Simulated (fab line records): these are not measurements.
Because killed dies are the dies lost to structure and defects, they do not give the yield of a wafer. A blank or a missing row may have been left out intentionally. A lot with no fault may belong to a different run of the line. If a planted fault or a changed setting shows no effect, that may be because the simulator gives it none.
Problem report, 8D (eight disciplines) form, completed by code -- flow gf180mcu -- the parts of the form that need people (team, actions taken, sign-off) are left out

== 1. THE PROBLEM ==
Across 9 wafers from 3 lots, MVSD_TW at GF_MVSD_TW_MEAS_11 averages 1319, while fault-free wafers read 1574 with a standard deviation of 12. Measured from the usual mean, that is -21 standard deviations.
First seen on wafer L574.1, day 6 21:26, on film metro-01. Wafers with a number at this step in the record: 36, from 12 lots. By rule, "out" or "out of limits" means more than 4 standard deviations away from the usual mean. Any other wafer with a number is counted as sound.

== 2. WHAT THIS IS AND IS NOT ==
question,is,is not
which readings at this step,MVSD_TW,-
which lots,"L574, L578, L579","L564, L565, L566, L567, L570, L571, L582, L586, L587"
which wafers of those lots,all that have a number,-
read on which gauges,"film metro-01, film metro-02, film metro-04",-
when,from day 6 21:26,"up to then (18 sound wafers); but 9 sound wafers of L582, L586, L587 came after"

== 3. SUSPECTS, AND WHAT RULES EACH OUT ==
Counting: any tool at a process step up to the reading is kept as a suspect provided that every lot that is out went through it and no sound lot did after the first of them.
- the gauge at GF_MVSD_TW_MEAS_11 is ruled out. Those wafers that are out were read across 3 gauges (film metro-01, film metro-02, film metro-04).
- implanter-04 at GF_MVSD_IMPLANT_08: ruled out as a lasting fault. The sound lots L587 went through it after L574, its earliest lot that is out (day 6 21:02).
Left after counting: nothing in the record.

== 4. THE CAUSE (what the simulator had put in) ==
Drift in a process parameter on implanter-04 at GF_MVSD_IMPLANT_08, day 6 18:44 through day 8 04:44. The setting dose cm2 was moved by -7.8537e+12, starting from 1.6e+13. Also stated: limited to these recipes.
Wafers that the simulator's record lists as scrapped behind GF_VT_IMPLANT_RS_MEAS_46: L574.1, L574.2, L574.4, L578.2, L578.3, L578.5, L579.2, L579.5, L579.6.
It was ruled out by counting, in error; the rule expects a fault to strike all lots run on its tool from its start on, and this fault did not.

== 5. THE EFFECT CHAIN, in route order ==
Each row: a reading where the mean over the struck wafers with a number is more than 3 standard deviations away from the usual. Only readings whose record carries a usual standard deviation are examined. hours: median over the lots of the time between each lot's start at the first step of this table that gives one and its start at this step. sigmas: the change, counted in usual standard deviations.
hours,step,reading,usual,on struck wafers,change,sigmas
0,GF_MVSD_IMPLANT_08,dose ions cm2,1.6003e+13,8.1509e+12,-7.8521e+12,-99 or more
0,GF_MVSD_IMPLANT_08,faraday current uA,90.0,46.0,-44.0,-26
0,GF_MVSD_TW_MEAS_11,MVSD_TW,1574,1319,-255,-21
90,GF_VT_IMPLANT_RS_MEAS_46,MVSD_RS,456.7 ohm/sq,637.2,+180.5,+99 or more
Its process steps:
- GF_MVSD_IMPLANT_08
At these later measuring or inspecting steps, every struck wafer for which the step has a row has a number for every such reading, and none has moved that far: GF_MVPSD_TW_MEAS_11.

== 6. WHAT WOULD HAVE CAUGHT IT SOONER ==
In this record the first reading out of limits at a measuring or inspecting step was taken at day 6 21:26, 3 hours after the fault began at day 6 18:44.
Tool's own readings at GF_MVSD_IMPLANT_08, dose ions cm2, faraday current uA: out on all struck wafers the step has rows for; an alarm limit on them would have tripped on the first.
